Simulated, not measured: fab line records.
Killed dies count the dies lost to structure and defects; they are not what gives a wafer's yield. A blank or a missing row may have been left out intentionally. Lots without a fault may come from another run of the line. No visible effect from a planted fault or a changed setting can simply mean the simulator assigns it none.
Which tool did it? :: flow sky130 :: route of 708 steps, sampled at 1 step: 12 lots, 36 wafers

## WHAT EACH GAUGE READ, for each wafer
SKY_POLY_CUT_OVL_MEAS_09.
lot: L075
measured: day 24 09:06
on: overlay-02
POLY_CUT_OVL (nm): -1 -4 8

lot: L077
measured: day 25 05:35
on: overlay-02
POLY_CUT_OVL (nm): 2 -1 -4

lot: L079
measured: day 26 07:23
on: overlay-01
POLY_CUT_OVL (nm): 7 3 0

lot: L081
measured: day 26 18:46
on: overlay-01
POLY_CUT_OVL (nm): -1 -1 2

lot: L083
measured: day 27 22:11
on: overlay-02
POLY_CUT_OVL (nm): 8 12 3

lot: L084
measured: day 28 06:17
on: overlay-02
POLY_CUT_OVL (nm): 3 10 -3

lot: L087
measured: day 29 00:50
on: overlay-01
POLY_CUT_OVL (nm): 5 4 7

lot: L089
measured: day 29 19:03
on: overlay-01
POLY_CUT_OVL (nm): 8 4 7

lot: L091
measured: day 30 07:48
on: overlay-01
POLY_CUT_OVL (nm): 0 6 -2

lot: L093
measured: day 30 16:34
on: overlay-01
POLY_CUT_OVL (nm): -5 -6 2

lot: L095
measured: day 31 03:08
on: overlay-02
POLY_CUT_OVL (nm): -2 5 8

lot: L097
measured: day 32 08:47
on: overlay-02
POLY_CUT_OVL (nm): 4 3 6

## WHAT TOOL EACH LOT RAN ON (gives the tool, then ch and the chambers of the sampled wafers, and finally the start)
The record holds no process step before these readings.

## THE ANSWER, worked out from the rows above alone
Rule: the lots themselves supply what counts as usual. Put in order of their means at a reading, lots are off if they are a third of the lots or fewer, leave a main group of 4 or more, and stand apart from it by a gap of 3 or more times the standard deviation of the main group's means; of several such gaps the widest counts. The tables above print the reading to a certain number of digits; a main group whose means all agree to those digits is not used. A lot without any number at a reading at which 4 lots or more have one is off too. The other lots that the step has rows for count as sound.
Nothing can be told from this: no lot is off at any reading shown.

## WHAT THE SIMULATOR HAD PUT IN
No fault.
